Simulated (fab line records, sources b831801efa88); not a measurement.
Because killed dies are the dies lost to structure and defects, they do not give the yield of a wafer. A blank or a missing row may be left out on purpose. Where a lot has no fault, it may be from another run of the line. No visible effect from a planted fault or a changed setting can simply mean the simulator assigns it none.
fab line records | flow sky130 | part 2 of 2: steps 30 to 38 of 38
[record] lots = 5 wafers = 15 last_day = 50
route steps=708 shown SONOS_TUNNEL@154 SONOS_ONO@168 GATE_OXIDE@187
lots untouched by any fault: they come from a run of this same line in which no faults occurred
start_h: the number of hours between the record's first day and the start of the first shown wafer of the lot | wait_h: hours since the lot's step before | " same as the row above | L1.1+2: a row that stands for several wafers | - value missing, or start not given | * or withheld: withheld | < > ~ a bound
route shown NAME@n: names a module that has steps shown in the file, with the first one's number in the route | usual: average and standard deviation across the fault-free wafers | same: alike in all rows | chamber/n: place in a boat | sites: the reading at each site | _std_site: the values' standard deviation | _edge_site: outer sites' mean less inner sites' | radius_mm: how far each site lies from the wafer's centre | mask NAME#n: copy n | behind: the last tool/chamber to shape the wafer | hold: why the lot was held/for how many hours/how that ended | device: which transistor (n, p or np) failed to switch | end of line: tests run on the same wafers once the route is complete | a step without rows: its recipe alone | killed: dies that structure and defects cost at the first sort, which is not the same as the wafer's yield | map: a wafer's dies, marking killed ones x, the rest . and places with no die _
set.NAME: the setting the step ran with; set.NAME@STEP: the setting that earlier step ran with | model.NAME: the simulator's own value behind a step, which no gauge read
a table for each step, a row for each wafer; lots at some steps of the route
services: a tool's chamber out of use, with start hour (start_h, from the record's first day; less than 0 if before it), hours out, and reason
[[steps]]
[step SKY_SONOS_ONO_ETCH_15]
[recipe] target_depth_nm = 19.52 chemistry = CHF3/O2 source_w = 600 bias_w = 200 pressure_mtorr = 40 chf3_flow_sccm = 50 O2_flow_sccm = 5 time_s = 7.8
[usual] drypump_motor_current_A = 5.7/0.48 oes_product_au = 0.999/0.0087 rf_fwd_power_W = 589/3 throttle_valve_pct = 8.826/0.0092
// columns lot.wafer tool chamber start_h wait_h drypump_motor_current_A oes_product_au rf_fwd_power_W rf_hours_counter_h throttle_valve_pct
L075.2 rie_diel-03 3 291.56 0.0 5.1 0.992 592 102 8.836
L075.3 " 1 " " 5.8 1.005 593 5 8.821
L075.6 " 3 " " 5.1 0.988 588 - 8.826
L086.2 rie_diel-02 1 384.66 0.0 6.3 0.985 590 1 8.801
L086.3 " 3 " " 6.0 1.004 587 56 8.825
L086.5 " 3 " " 6.0 1.005 588 - 8.829
L091.2 rie_diel-03 0 415.66 0.0 5.7 0.991 591 12 8.817
L091.3 " 2 " " 5.1 1.011 588 34 8.830
L091.4 " 1 " " 5.8 1.014 588 8 8.826
L092.1 rie_diel-01 0 426.99 0.0 5.7 0.978 587 25 8.810
L092.3 " 2 " " 4.7 0.997 586 42 8.831
L092.5 " 1 " " 6.4 0.997 585 - 8.822
L097.3 rie_diel-02 3 467.70 0.0 6.0 1.015 586 58 8.816
L097.5 " 3 " " 6.0 1.014 586 - 8.815
L097.6 " 0 " " 5.8 1.007 593 - 8.830
[step SKY_SONOS_ONO_WET_ETCH_16]
[recipe] chemistry = dHF target_depth_nm = 14 dry = n2_spin target = SiO2 dilution = 100:1 temp_c = 25 time_s = 280
[usual] temp_c = 25.03/0.11
// columns lot.wafer tool chamber start_h wait_h temp_c
L075.2 wet_bench-04 0 291.58 0.0 25.11
L075.3 " 0 " " 25.04
L075.6 " 0 " " 24.86
L086.2 wet_bench-03 1 384.68 0.0 25.19
L086.3 " 1 " " 25.03
L086.5 " 1 " " 25.13
L091.2 wet_bench-03 2 415.68 0.0 25.10
L091.3 " 2 " " 24.93
L091.4 " 2 " " 25.09
L092.1 wet_bench-03 2 427.01 0.0 25.09
L092.3 " 2 " " 25.05
L092.5 " 2 " " 25.01
L097.3 wet_bench-03 1 467.72 0.0 25.02
L097.5 " 1 " " 25.27
L097.6 " 1 " " 24.96
[step SKY_SONOS_ONO_STRIP_17]
[recipe] chemistry = O2/N2 power_w = 1400 pressure_mtorr = 1500 platen_temp_c = withheld o2_flow_sccm = 3000 n2_flow_sccm = 300 overash_fraction = 0.5
[usual] drypump_motor_current_A = 5.5/0.39 n2_flow_sccm = 299.9/0.86 oes_product_au = 0.710/0.0048 strip_time_to_endpoint_s = 14.10/0.051
// columns lot.wafer tool chamber start_h wait_h drypump_motor_current_A n2_flow_sccm oes_product_au rf_hours_counter_h strip_time_to_endpoint_s
L075.2 plasma_asher-01 0 291.66 0.0 5.8 299.7 0.706 62 14.06
L075.3 " 0 " " 5.8 299.9 0.715 - 14.09
L075.6 " 0 " " 5.8 300.9 0.720 - 14.07
L086.2 plasma_asher-04 0 384.76 0.0 5.6 298.3 0.718 26 14.07
L086.3 " 1 " " 5.3 299.2 0.714 - 13.98
L086.5 " 0 " " 5.6 298.5 0.705 - 14.04
L091.2 plasma_asher-04 0 415.76 0.0 5.5 299.0 0.705 29 13.99
L091.3 " 0 " " 5.6 299.9 0.719 - 13.99
L091.4 " 1 " " 5.3 298.6 0.705 - 13.99
L092.1 plasma_asher-01 1 427.09 0.0 4.8 299.9 0.703 76 14.08
L092.3 " 0 " " 5.8 300.8 0.713 - 14.12
L092.5 " 1 " " 4.7 299.5 0.699 - 14.07
L097.3 plasma_asher-02 1 467.84 0.0 5.8 300.5 0.721 - 14.14
L097.5 " 1 " " 5.7 299.8 0.718 - 14.12
L097.6 " 0 " " 6.1 300.5 0.704 - 14.11
[step SKY_SONOS_ONO_WET_ETCH_18]
[recipe] chemistry = H3PO4 target_depth_nm = 15 target = Si3N4 temp_c = 160 time_s = 172
[usual] bath_guard_temp_C = 160.1/0.37 temp_c = 159.98/0.16
// columns lot.wafer tool chamber start_h wait_h bath_guard_temp_C temp_c
L075.2 wet_bench-03 0 291.76 0.1 159.7 160.00
L075.3 " 0 " " 160.0 159.72
L075.6 " 0 " " 160.3 159.84
L086.2 wet_bench-01 1 384.86 0.1 160.1 160.11
L086.3 " 1 " " 160.3 160.09
L086.5 " 1 " " 160.2 160.36
L091.2 wet_bench-03 1 415.86 0.1 160.1 159.94
L091.3 " 1 " " 159.8 160.03
L091.4 " 1 " " 160.0 159.77
L092.1 wet_bench-04 0 427.19 0.1 160.0 160.08
L092.3 " 0 " " 160.2 160.04
L092.5 " 0 " " 160.1 159.92
L097.3 wet_bench-01 1 467.90 0.0 160.1 159.85
L097.5 " 1 " " 160.0 159.90
L097.6 " 1 " " 160.2 159.80
[step SKY_GATE_OXIDE_CLEAN_00]
[recipe] chemistry = SC1/SC2 mix = 1:4:20 temp_c = 70 time_s = 150 dry = n2_spin
[usual] bath_guard_temp_C = 70.1/0.34 temp_c = 70.00/0.13
// columns lot.wafer tool chamber start_h wait_h bath_guard_temp_C temp_c
L075.2 wet_bench-01 0 291.82 0.0 70.1 69.96
L075.3 " 0 " " 70.2 70.01
L075.6 " 0 " " 70.2 70.04
L086.2 wet_bench-04 1 384.92 0.0 70.0 70.05
L086.3 " 1 " " 70.2 70.00
L086.5 " 1 " " 70.2 70.09
L091.2 wet_bench-04 0 415.92 0.0 70.3 70.00
L091.3 " 0 " " 70.2 69.69
L091.4 " 0 " " 70.2 69.95
L092.1 wet_bench-01 0 427.25 0.0 70.3 69.80
L092.3 " 0 " " 70.2 70.05
L092.5 " 0 " " 69.9 70.12
L097.3 wet_bench-03 2 467.96 0.0 69.7 70.02
L097.5 " 2 " " 69.8 69.90
L097.6 " 2 " " 69.7 70.15
[step SKY_GATE_OXIDE_OXIDATION_01]
[recipe] temp_c = 900 ambient = O2 stabilise_s = 600 purge_s = 300 target_thk_a = 102.68 ox_time_s = 1473
[usual] zone_power_top_pct = 29.5/0.5
// columns lot.wafer tool chamber start_h wait_h zone_power_top_pct
L075.2 furnace-01 0 293.25 1.4 29.1
L075.3 " 0 " " 29.5
L075.6 " 0 " " 29.5
L086.2 furnace-01 0 385.35 0.3 29.4
L086.3 " 0 " " 29.2
L086.5 " 0 " " 29.1
L091.2 furnace-01 0 417.97 2.0 28.8
L091.3 " 0 " " 28.9
L091.4 " 0 " " 28.7
L092.1 furnace-02 0 427.30 0.0 29.5
L092.3 " 0 " " 30.1
L092.5 " 0 " " 30.1
L097.3 furnace-01 0 468.01 0.0 29.4
L097.5 " 0 " " 29.2
L097.6 " 0 " " 29.4
[step SKY_GATE_OXIDE_THK_MEAS_02]
[recipe] reads = SiO2_of_GATE_OXIDE_OXIDATION_01
[usual] GATE_OXIDE_OXIDATION_00_THK = 10.17/0.23
// columns lot.wafer tool chamber start_h wait_h GATE_OXIDE_OXIDATION_00_THK[nm]
L075.2 film_metro-04 - 294.67 0.0 10.37
L075.3 " - " " 10.34
L075.6 " - " " 10.32
L086.2 film_metro-02 - 386.77 0.0 10.31
L086.3 " - " " 10.19
L086.5 " - " " 10.35
L091.2 film_metro-04 - 419.39 0.0 10.62
L091.3 " - " " 10.43
L091.4 " - " " 10.54
L092.1 film_metro-02 - 428.71 0.0 10.48
L092.3 " - " " 10.54
L092.5 " - " " 10.37
L097.3 film_metro-04 - 469.44 0.0 10.10
L097.5 " - " " 9.91
L097.6 " - " " 10.21
[step SKY_GATE_OXIDE_DEHYDRATE_03]
[recipe] temp_c = 200 time_s = 60
// columns lot.wafer tool chamber start_h wait_h
L075.2+3+6 litho_track-03 0 306.68 12.0
L086.2+3+5 litho_track-04 0 400.04 13.3
L091.2+3+4 litho_track-02 0 433.96 14.6
L092.1+3+5 litho_track-02 0 443.28 14.6
L097.3+5+6 litho_track-02 0 484.48 15.0
[step SKY_GATE_OXIDE_HMDS_04]
[recipe] prime_time_s = 60 prime_temp_c = 120
[usual] prime_temp_c = 119.96/0.15
// columns lot.wafer tool chamber start_h wait_h prime_temp_c
L075.2 litho_track-03 0 306.83 0.1 120.10
L075.3 " 0 " " 120.15
L075.6 " 0 " " 120.18
L086.2 litho_track-04 0 400.19 0.1 119.88
L086.3 " 0 " " 119.82
L086.5 " 0 " " 120.06
L091.2 litho_track-02 0 434.11 0.1 119.94
L091.3 " 0 " " 119.94
L091.4 " 0 " " 120.01
L092.1 litho_track-02 0 443.43 0.1 119.88
L092.3 " 0 " " 120.03
L092.5 " 0 " " 120.17
L097.3 litho_track-02 0 484.63 0.1 120.07
L097.5 " 0 " " 119.98
L097.6 " 0 " " 120.05
[[services]]
// columns tool chamber start_h hours kind
wet_bench-02 - 231.12 3.7 repair
implanter-03 - 231.58 5.6 pm
plasma_asher-04 - 231.86 0.7 repair
lpcvd-02 - 232.53 6.0 pm
iline_stepper-02 - 240.56 6.2 repair
lpcvd-03 - 254.42 2.8 pm
implanter-03 - 262.93 4.1 repair
implanter-01 - 265.40 5.2 pm
iline_stepper-01 - 268.14 1.0 repair
furnace-01 - 268.46 5.3 pm
implanter-01 - 271.31 2.6 repair
rie_diel-03 3 275.55 5.8 repair
implanter-01 - 283.41 4.1 repair
iline_stepper-02 - 284.16 1.7 pm
lpcvd-02 - 295.48 1.0 repair
iline_stepper-01 - 307.57 4.4 pm
furnace-01 - 316.63 3.6 pm
furnace-02 - 336.95 3.5 pm
rie_diel-03 - 349.93 2.8 pm
lpcvd-03 - 389.26 1.1 repair
lpcvd-03 - 408.26 3.1 repair
lpcvd-03 - 422.83 2.0 repair
iline_stepper-01 - 423.94 1.7 pm
wet_bench-02 - 476.94 1.9 pm
